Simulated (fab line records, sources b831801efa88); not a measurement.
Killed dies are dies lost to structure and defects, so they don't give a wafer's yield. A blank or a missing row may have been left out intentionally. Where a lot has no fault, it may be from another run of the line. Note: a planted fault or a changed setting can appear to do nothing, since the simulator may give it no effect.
Which tool is to blame? / flow sky130 / 72 wafers from 24 lots sampled at 4 of the route's 708 steps

WHAT EACH GAUGE READ, for each wafer
SKY_LDD_N_TW_MEAS_17.
lot=L074; measured=day 18 09:46; on=film_metro-04; LDD_N_TW=2652 2638 2634
lot=L075; measured=day 18 10:43; on=film_metro-04; LDD_N_TW=2649 2653 2631
lot=L076; measured=day 18 17:32; on=film_metro-04; LDD_N_TW=2631 2640 2639
lot=L077; measured=day 18 23:37; on=film_metro-01; LDD_N_TW=2566 2561 2564
lot=L078; measured=day 19 14:55; on=film_metro-01; LDD_N_TW=2561 2570 2559
lot=L079; measured=day 19 16:52; on=film_metro-01; LDD_N_TW=2562 2563 2568
lot=L080; measured=day 20 04:50; on=film_metro-01; LDD_N_TW=2564 2562 2564
lot=L081; measured=day 20 16:23; on=film_metro-04; LDD_N_TW=2610 2613 2620
lot=L082; measured=day 20 19:30; on=film_metro-01; LDD_N_TW=2573 2568 2577
lot=L083; measured=day 21 22:17; on=film_metro-02; LDD_N_TW=2565 2556 2558
lot=L084; measured=day 21 23:28; on=film_metro-01; LDD_N_TW=2566 2574 2572
lot=L085; measured=day 22 05:28; on=film_metro-04; LDD_N_TW=2621 2620 2619
lot=L086; measured=day 22 15:31; on=film_metro-04; LDD_N_TW=2621 2626 2623
lot=L087; measured=day 22 23:04; on=film_metro-04; LDD_N_TW=2615 2613 2616
lot=L088; measured=day 23 05:22; on=film_metro-02; LDD_N_TW=2557 2558 2575
lot=L089; measured=day 23 12:41; on=film_metro-04; LDD_N_TW=2637 2627 2647
lot=L090; measured=day 23 17:26; on=film_metro-02; LDD_N_TW=2558 2544 2574
lot=L091; measured=day 24 08:07; on=film_metro-01; LDD_N_TW=2581 2568 2575
lot=L092; measured=day 24 14:04; on=film_metro-02; LDD_N_TW=2589 2573 2588
lot=L093; measured=day 24 20:29; on=film_metro-04; LDD_N_TW=2637 2621 2631
lot=L094; measured=day 24 23:14; on=film_metro-04; LDD_N_TW=2619 2610 2615
lot=L095; measured=day 25 09:07; on=film_metro-02; LDD_N_TW=2568 2568 2551
lot=L097; measured=day 26 11:34; on=film_metro-04; LDD_N_TW=2631 2620 2632
lot=L096; measured=day 26 12:17; on=film_metro-02; LDD_N_TW=2566 2560 2568

SKY_LI_CONTACT_THK_MEAS_23: measures by xrf.
lot=L074; measured=day 29 20:41; on=film_metro-04; LI_CONTACT_W_THK (nm)=397 402 405
lot=L075; measured=day 30 00:08; on=film_metro-04; LI_CONTACT_W_THK (nm)=388 395 396
lot=L076; measured=day 30 04:57; on=film_metro-01; LI_CONTACT_W_THK (nm)=399 405 406
lot=L077; measured=day 30 09:49; on=film_metro-01; LI_CONTACT_W_THK (nm)=402 406 394
lot=L078; measured=day 30 21:04; on=film_metro-03; LI_CONTACT_W_THK (nm)=399 402 400
lot=L079; measured=day 31 00:49; on=film_metro-03; LI_CONTACT_W_THK (nm)=412 411 408
lot=L080; measured=day 31 11:56; on=film_metro-03; LI_CONTACT_W_THK (nm)=401 404 403
lot=L081; measured=day 31 23:18; on=film_metro-03; LI_CONTACT_W_THK (nm)=407 408 408
lot=L082; measured=day 32 02:29; on=film_metro-04; LI_CONTACT_W_THK (nm)=394 405 403
lot=L083; measured=day 33 00:50; on=film_metro-04; LI_CONTACT_W_THK (nm)=404 406 401
lot=L084; measured=day 33 02:36; on=film_metro-04; LI_CONTACT_W_THK (nm)=404 399 405
lot=L085; measured=day 33 10:01; on=film_metro-01; LI_CONTACT_W_THK (nm)=415 411 400
lot=L086; measured=day 33 15:26; on=film_metro-01; LI_CONTACT_W_THK (nm)=404 414 412
lot=L087; measured=day 33 22:30; on=film_metro-04; LI_CONTACT_W_THK (nm)=405 395 402
lot=L088; measured=day 34 03:55; on=film_metro-03; LI_CONTACT_W_THK (nm)=394 395 403
lot=L089; measured=day 34 08:41; on=film_metro-04; LI_CONTACT_W_THK (nm)=399 398 400
lot=L090; measured=day 34 15:47; on=film_metro-04; LI_CONTACT_W_THK (nm)=401 405 402
lot=L091; measured=day 35 03:59; on=film_metro-03; LI_CONTACT_W_THK (nm)=418 408 410
lot=L092; measured=day 35 08:08; on=film_metro-01; LI_CONTACT_W_THK (nm)=416 423 421
lot=L093; measured=day 35 19:17; on=film_metro-04; LI_CONTACT_W_THK (nm)=408 403 402
lot=L094; measured=day 35 20:17; on=film_metro-04; LI_CONTACT_W_THK (nm)=395 391 395
lot=L095; measured=day 36 01:08; on=film_metro-01; LI_CONTACT_W_THK (nm)=408 406 409
lot=L097; measured=day 37 00:32; on=film_metro-04; LI_CONTACT_W_THK (nm)=399 394 393
lot=L096; measured=day 37 04:02; on=film_metro-04; LI_CONTACT_W_THK (nm)=406 398 401

SKY_LOCAL_INTERCONNECT_OVL_MEAS_12.
lot=L074; measured=day 31 01:05; on=overlay-02; LOCAL_INTERCONNECT_OVL (nm)=2 3 6
lot=L075; measured=day 31 04:47; on=overlay-02; LOCAL_INTERCONNECT_OVL (nm)=-1 -1 3
lot=L076; measured=day 31 09:49; on=overlay-01; LOCAL_INTERCONNECT_OVL (nm)=9 7 10
lot=L077; measured=day 31 13:59; on=overlay-01; LOCAL_INTERCONNECT_OVL (nm)=6 5 7
lot=L078; measured=day 32 01:34; on=overlay-01; LOCAL_INTERCONNECT_OVL (nm)=4 2 3
lot=L079; measured=day 32 05:10; on=overlay-01; LOCAL_INTERCONNECT_OVL (nm)=3 -1 -4
lot=L080; measured=day 32 15:46; on=overlay-01; LOCAL_INTERCONNECT_OVL (nm)=7 8 0
lot=L081; measured=day 33 02:52; on=overlay-01; LOCAL_INTERCONNECT_OVL (nm)=2 1 3
lot=L082; measured=day 33 07:44; on=overlay-01; LOCAL_INTERCONNECT_OVL (nm)=6 -2 -1
lot=L083; measured=day 34 04:13; on=overlay-01; LOCAL_INTERCONNECT_OVL (nm)=0 -4 -4
lot=L084; measured=day 34 05:22; on=overlay-02; LOCAL_INTERCONNECT_OVL (nm)=3 3 0
lot=L085; measured=day 34 13:33; on=overlay-01; LOCAL_INTERCONNECT_OVL (nm)=0 3 4
lot=L086; measured=day 34 18:14; on=overlay-01; LOCAL_INTERCONNECT_OVL (nm)=4 -2 0
lot=L087; measured=day 35 02:04; on=overlay-02; LOCAL_INTERCONNECT_OVL (nm)=-6 0 -1
lot=L088; measured=day 35 07:17; on=overlay-01; LOCAL_INTERCONNECT_OVL (nm)=-2 -10 -4
lot=L089; measured=day 35 12:26; on=overlay-01; LOCAL_INTERCONNECT_OVL (nm)=3 7 5
lot=L090; measured=day 35 19:22; on=overlay-02; LOCAL_INTERCONNECT_OVL (nm)=12 3 8
lot=L091; measured=day 36 06:49; on=overlay-02; LOCAL_INTERCONNECT_OVL (nm)=5 2 4
lot=L092; measured=day 36 10:55; on=overlay-01; LOCAL_INTERCONNECT_OVL (nm)=6 2 -1
lot=L093; measured=day 36 22:04; on=overlay-02; LOCAL_INTERCONNECT_OVL (nm)=-1 -3 -2
lot=L094; measured=day 36 22:46; on=overlay-02; LOCAL_INTERCONNECT_OVL (nm)=6 1 4
lot=L095; measured=day 37 03:25; on=overlay-01; LOCAL_INTERCONNECT_OVL (nm)=-5 -7 -8
lot=L097; measured=day 38 03:25; on=overlay-02; LOCAL_INTERCONNECT_OVL (nm)=-7 -5 -6
lot=L096; measured=day 38 06:20; on=overlay-01; LOCAL_INTERCONNECT_OVL (nm)=1 -8 -6

SKY_VIA1_RS_MEAS_22: measures by four-point-probe.
lot=L074; measured=day 34 17:22; on=film_metro-03; VIA1_W_RS (ohm/sq)=0.419 0.422 0.425
lot=L075; measured=day 34 21:11; on=film_metro-01; VIA1_W_RS (ohm/sq)=0.417 0.427 0.420
lot=L076; measured=day 35 01:10; on=film_metro-03; VIA1_W_RS (ohm/sq)=0.430 0.427 0.432
lot=L077; measured=day 35 05:56; on=film_metro-04; VIA1_W_RS (ohm/sq)=0.431 0.428 0.425
lot=L078; measured=day 35 18:38; on=film_metro-04; VIA1_W_RS (ohm/sq)=0.423 0.425 0.421
lot=L079; measured=day 35 19:38; on=film_metro-03; VIA1_W_RS (ohm/sq)=0.422 0.421 0.427
lot=L080; measured=day 36 05:28; on=film_metro-03; VIA1_W_RS (ohm/sq)=0.422 0.428 0.429
lot=L081; measured=day 36 16:28; on=film_metro-01; VIA1_W_RS (ohm/sq)=0.419 0.429 0.421
lot=L082; measured=day 36 19:29; on=film_metro-04; VIA1_W_RS (ohm/sq)=0.427 0.429 0.428
lot=L083; measured=day 37 17:10; on=film_metro-03; VIA1_W_RS (ohm/sq)=0.431 0.432 0.433
lot=L084; measured=day 37 18:25; on=film_metro-03; VIA1_W_RS (ohm/sq)=0.426 0.423 0.426
lot=L085; measured=day 38 01:19; on=film_metro-03; VIA1_W_RS (ohm/sq)=0.434 0.430 0.430
lot=L086; measured=day 38 05:52; on=film_metro-01; VIA1_W_RS (ohm/sq)=0.423 0.424 0.428
lot=L087; measured=day 38 15:17; on=film_metro-03; VIA1_W_RS (ohm/sq)=0.423 0.423 0.427
lot=L088; measured=day 38 17:59; on=film_metro-01; VIA1_W_RS (ohm/sq)=0.428 0.429 0.419
lot=L089; measured=day 39 00:20; on=film_metro-03; VIA1_W_RS (ohm/sq)=0.427 0.426 0.430
lot=L090; measured=day 39 06:54; on=film_metro-01; VIA1_W_RS (ohm/sq)=0.422 0.419 0.417
lot=L091; measured=day 39 16:26; on=film_metro-01; VIA1_W_RS (ohm/sq)=0.426 0.422 0.428
lot=L092; measured=day 39 19:24; on=film_metro-03; VIA1_W_RS (ohm/sq)=0.428 0.425 0.428
lot=L093; measured=day 40 08:01; on=film_metro-04; VIA1_W_RS (ohm/sq)=0.423 0.429 0.421
lot=L094; measured=day 40 08:28; on=film_metro-03; VIA1_W_RS (ohm/sq)=0.428 0.428 0.421
lot=L095; measured=day 40 12:58; on=film_metro-03; VIA1_W_RS (ohm/sq)=0.427 0.425 0.424
lot=L097; measured=day 41 10:35; on=film_metro-03; VIA1_W_RS (ohm/sq)=0.422 0.426 0.422
lot=L096; measured=day 41 14:19; on=film_metro-01; VIA1_W_RS (ohm/sq)=0.432 0.437 0.426

WHAT TOOL EACH LOT RAN ON (gives the tool, then ch and the chambers of the sampled wafers, and finally the start)
The record holds no process step before these readings.

AS READ BY THE TOOLS THEMSELVES (means over the sampled wafers that have a number; for cases with no such wafer, the mark the record gives instead)
The record holds no such reading with a usual standard deviation.

THE ANSWER, worked out from the rows above alone
Rule: the lots themselves supply what counts as usual. The widest of any qualifying gaps counts: lots, ordered by their means at a reading, are off when they make up no more than a third of the lots, leave a main group of 4 or more, and stand apart from it by 3 or more times the standard deviation of that group's means. A main group is skipped when, at the precision printed for the reading in the tables above, its means are all equal. A lot without any number at a reading at which 4 lots or more have one is off too. The other lots that the step has rows for count as sound. After the gauges, taken in route order, come the tools' own readings; for these a lot's mean is taken, as printed above. The first step at which some lot is off is used, and at that step the reading that is off furthest; a lot without a number counts as furthest.
Across all readings shown, no lot is off: no conclusion can be drawn from this.

WHAT WAS PUT IN BY THE SIMULATOR
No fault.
